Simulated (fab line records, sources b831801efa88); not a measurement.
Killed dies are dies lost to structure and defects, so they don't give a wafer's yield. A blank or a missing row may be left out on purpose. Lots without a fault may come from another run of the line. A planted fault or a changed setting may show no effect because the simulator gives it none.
A struck lot beside a sound one | flow sky130 | 15 steps out of a route of 708
Sound: wafers L959.2, L959.3, L959.5. Struck: wafers L946.1, L946.2, L946.5. The cause comes at the end.
At each step with rows: each side's tool, then ch and its chambers, then its first start. Under that, the readings that differ: sound wafers | struck wafers | difference of the means | sigmas: that difference in standard deviations of wafers without a fault.
alike: readings whose means differ by less than 2 such deviations, and words and numbers that are the same on both sides. not compared: withheld readings, readings that some wafer has no value for, bounds like >300 that may hide the same value, and numbers for which the record gives no deviation and whose values overlap.
The two part at a step that has a row with sigmas, a row that says differs or no value, or rows on one side only. Numbers that don't overlap but have no deviation are shown without sigmas and don't part them. A reading that every wafer of one side lacks parts them only if that side has two wafers or more.

SKY_VIA1_OVL_MEAS_13:
  sound on overlay-02, day 40 09:49; struck on overlay-01, day 36 10:55
  alike: VIA1_OVL
then, 1 step without rows for these wafers: SKY_VIA1_ETCH_14 (etches BARC in N2/H2, stops on SiO2, time 45.9 s, target depth 60 nm).
SKY_VIA1_ETCH_15: etches SiO2 in C4F8/O2/Ar, stops on TiN, target depth 351 nm, time 54 s.
  sound on rie_diel-01 ch 1,2, day 40 09:53; struck on rie_diel-04 ch 0,2, day 36 10:59
  alike: oes_product_au
SKY_VIA1_STRIP_16: strips in O2/N2.
  sound on plasma_asher-02 ch 0,1, day 40 09:56; struck on plasma_asher-03 ch 0,1, day 36 11:02
  alike: drypump_motor_current_A, oes_product_au, strip_time_to_endpoint_s
  not compared: rf_hours_counter_h
then, 3 steps without rows for these wafers: SKY_VIA1_STRIP_17 (strips in post etch residue remover, time 1200 s); SKY_VIA1_CLEAN_18 (cleans in IPA, time 180 s); SKY_VIA1_CLEAN_19 (cleans in O3/DIW).
SKY_VIA1_SPUTTER_20: material TiN, target thk 20 nm, time 80 s.
  sound on pvd_sputter-02, day 40 10:32; struck on pvd_sputter-02, day 36 11:58
  alike: cathode_dc_power_W, chamber_pressure_pa, throttle_valve_pct
SKY_VIA1_CVD_21: deposits W, target thk 270 nm, time 80.902 s.
  sound on cvd_w-02 ch 0,1, day 40 10:35; struck on cvd_w-02 ch 0,1, day 36 12:02
  alike: heater_power_w
  not compared: since_wet_clean_h
SKY_VIA1_RS_MEAS_22: measures by four-point-probe.
  sound on film_metro-02, day 40 10:42; struck on film_metro-02, day 36 12:07
  alike: VIA1_W_RS
SKY_VIA1_THK_MEAS_23: measures by xrf.
  sound on film_metro-02, day 40 10:49; struck on film_metro-02, day 36 12:14
  alike: VIA1_W_THK
then, 1 step without rows for these wafers: SKY_VIA1_CMP_24 (polishes, stops on SiO2, t overpolish 15 s, target thk 0 nm).
SKY_METAL2_SPUTTER_00: material Ti, target thk 15 nm, time 10 s.
  sound on pvd_sputter-03, day 40 11:10; struck on pvd_sputter-03, day 36 12:36
  no value came back on the struck wafers for cathode_dc_power_W (W), chamber_pressure_pa (Pa), throttle_valve_pct (%), time_s (s); on the sound wafers cathode_dc_power_W (W) reads 2999.9 3000.2 3000.7
SKY_METAL2_SPUTTER_01: material TiN, target thk 20 nm, time 16.7 s.
  sound on pvd_sputter-03, day 40 11:11; struck on pvd_sputter-03, day 36 12:38
  alike: cathode_dc_power_W, chamber_pressure_pa, throttle_valve_pct
-- the record jumps here: 11 days lie between the struck wafers' starts before and after (it left off in module METAL2 and takes up again in module PAD_OPEN, whose first step shown is number 708 of the route) --
SKY_PAD_OPEN_PROBE_99:
  sound on prober-02, day 50 09:46; struck on prober-02, day 47 15:35
  reading                       | sound             | struck            | difference | sigmas
  killed_at_other               | 0 1 0             | 1 2 2             | +1         | +3
  model.etest.via1_chain.rc_ohm | 16.16 17.45 16.05 | 17.91 17.53 18.57 | +1.45      |
  alike: defect_limited_yield, killed_at_M0_to_M3, killed_at_M4_up, killed_at_contacts, killed_at_front_end, killed_dies, killed_open, killed_short, sort_bin_3_pad_short, sort_bin_5_function, sort_bin_6_memory, sort_n_pass, sort_yield_pct

WHERE THEY PART
First at SKY_METAL2_SPUTTER_00; last, within this record, at SKY_PAD_OPEN_PROBE_99.

WHY: what the simulator had put in
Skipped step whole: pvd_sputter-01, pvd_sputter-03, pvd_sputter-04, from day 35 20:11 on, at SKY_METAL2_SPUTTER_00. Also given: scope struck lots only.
